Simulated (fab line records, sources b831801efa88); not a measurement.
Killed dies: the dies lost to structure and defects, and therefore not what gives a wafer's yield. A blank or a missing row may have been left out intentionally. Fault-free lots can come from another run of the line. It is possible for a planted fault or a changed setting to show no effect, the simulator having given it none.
Which of the tools did it? | flow sky130 | 12 lots with 36 wafers sampled at 3 steps, on a route of 708 steps

WHAT THE GAUGES SHOWED, per wafer
SKY_VT_ADJUST_PCH_OVL_MEAS_07. Usual: VT_ADJUST_PCH_OVL typically reads 0.1 nm, with standard deviation 1.3.
lot  | measured     | on         | VT_ADJUST_PCH_OVL (nm) | flag
L959 | day 10 13:16 | overlay-01 | -2.2 -2.1 -1.0         |
L960 | day 10 14:53 | overlay-02 | -0.5 -0.4 0.0          |
L961 | day 10 18:47 | overlay-02 | 0.0 -0.4 0.7           |
L962 | day 10 23:58 | overlay-02 | 0.7 0.9 1.1            |
L965 | day 12 00:52 | overlay-01 | 1.4 0.3 2.1            |
L966 | day 12 08:01 | overlay-01 | 0.4 -0.3 0.6           |
L975 | day 15 09:19 | overlay-01 | -1.0 0.4 0.6           |
L976 | day 15 13:08 | overlay-02 | -1.6 -1.2 0.6          |
L978 | day 16 05:04 | overlay-02 | 0.5 -1.9 -2.1          |
L980 | day 16 15:31 | overlay-01 | 1.1 -0.9 0.0           |
L981 | day 17 00:31 | overlay-02 | 0.0 -1.4 1.0           |
L982 | day 18 09:02 | overlay-02 | -0.6 -1.7 1.4          |

SKY_POLY_GATE_THK_MEAS_01. Usual: POLY_GATE_CVD_00_THK typically reads 180.8 nm, with standard deviation 1.6.
lot  | measured     | on            | POLY_GATE_CVD_00_THK (nm) | flag
L959 | day 14 09:44 | film_metro-01 | 180.6 180.4 179.6         |
L960 | day 14 09:44 | film_metro-03 | 181.0 178.8 181.0         |
L961 | day 14 10:56 | film_metro-01 | 181.9 182.1 181.7         |
L962 | day 14 20:26 | film_metro-03 | 183.2 182.9 183.9         |
L965 | day 15 16:16 | film_metro-01 | 182.7 181.6 182.2         |
L975 | day 19 12:49 | film_metro-03 | 180.9 180.1 182.4         |
L976 | day 19 22:52 | film_metro-01 | 184.7 181.4 183.9         |
L978 | day 20 15:09 | film_metro-01 | 177.9 178.2 177.8         |
L980 | day 21 00:23 | film_metro-02 | 179.6 179.3 179.7         |
L981 | day 21 16:05 | film_metro-03 | 180.8 181.2 181.6         |
L982 | day 22 13:28 | film_metro-03 | 183.3 182.6 182.6         |

WHICH TOOL RAN EACH LOT (tool, then ch and the chambers of the sampled wafers, then the start)
lot  | SKY_GATE_OXIDE_STRIP_13
L959 | plasma_asher-04 ch 0,1, day 14 05:46
L960 | plasma_asher-02 ch 0,1, day 14 05:38
L961 | plasma_asher-02 ch 0,1, day 14 06:50
L962 | plasma_asher-02 ch 0,1, day 14 16:19
L965 | plasma_asher-02 ch 0,1, day 15 12:40
L966 | plasma_asher-02 ch 0,1, day 15 22:44
L975 | plasma_asher-01 ch 0,1, day 19 06:34
L976 | plasma_asher-04 ch 1, day 19 18:00
L978 | plasma_asher-01 ch 0,1, day 20 12:13
L980 | plasma_asher-01 ch 0,1, day 20 21:26
L981 | plasma_asher-01 ch 0, day 21 13:07
L982 | plasma_asher-01 ch 0,1, day 22 10:32
- SKY_GATE_OXIDE_STRIP_13: strips in O2/N2.

AS READ BY THE TOOLS THEMSELVES (means over the sampled wafers that have a number; for cases with no such wafer, the mark the record gives instead)
SKY_GATE_OXIDE_STRIP_13. Usual: drypump_motor_current_A 5.81 A, standard deviation 0.22; oes_product_au 0.715 a.u., standard deviation 0.004; strip_time_to_endpoint_s 14.17 s, standard deviation 0.038.
lot  | tool            | drypump_motor_current_A (A) | oes_product_au (a.u.) | strip_time_to_endpoint_s (s) | flag
L959 | plasma_asher-04 | 5.65                        | 0.715                 | 14.14                        |
L960 | plasma_asher-02 | 5.67                        | 0.713                 | 14.19                        |
L961 | plasma_asher-02 | 5.68                        | 0.718                 | 14.23                        |
L962 | plasma_asher-02 | 5.89                        | 0.716                 | 14.15                        |
L965 | plasma_asher-02 | 5.67                        | 0.716                 | 14.18                        |
L966 | plasma_asher-02 | 5.93                        | 0.934                 | -                            | OFF
L975 | plasma_asher-01 | 5.84                        | 0.718                 | 14.18                        |
L976 | plasma_asher-04 | 5.71                        | 0.715                 | 14.18                        |
L978 | plasma_asher-01 | 5.90                        | 0.714                 | 14.15                        |
L980 | plasma_asher-01 | 5.90                        | 0.718                 | 14.25                        |
L981 | plasma_asher-01 | 6.00                        | 0.717                 | 14.22                        |
L982 | plasma_asher-01 | 5.92                        | 0.712                 | 14.23                        |

THE ANSWER, worked out from the rows above alone
Rule: take the mean of a lot's wafers that have a number; if it is more than 3 standard deviations from the usual mean, the lot is off. Also off: a lot with no number at a reading for which 4 or more lots have one. The other lots that the step has rows for count as sound. Order of review: gauges by route order, followed by the tools' own readings, for which a lot's mean as printed above is used. The first step at which some lot is off is used, and at that step the reading that is off furthest; a lot without a number counts as furthest.
Off at SKY_GATE_OXIDE_STRIP_13 (strip_time_to_endpoint_s): L966. Without a number there: L966.
A tool fits if, at that step or a process step before it, it ran every lot that is off, and no sound lot after the first of them. One fits: plasma_asher-02 at SKY_GATE_OXIDE_STRIP_13. A fault onset in the window from L965 (day 15 12:40, its last sound lot) to L966 (day 15 22:44, its first lot off) fits.
On the lots that are off, the tool's own readings at SKY_GATE_OXIDE_STRIP_13 differ by more than 5 times the standard deviation of the sound lots' means, which bears it out; oes_product_au reads 0.934 a.u. there versus 0.716 a.u. on the sound lots.
Blank at SKY_GATE_OXIDE_STRIP_13 on the lots that are off, where sound lots have numbers: strip_time_to_endpoint_s.

WHAT THE SIMULATOR HAD INSERTED
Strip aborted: plasma_asher-02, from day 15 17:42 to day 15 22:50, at SKY_GATE_OXIDE_STRIP_13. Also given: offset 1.
Lots struck among those shown: L966. The rule given above showed the same thing.
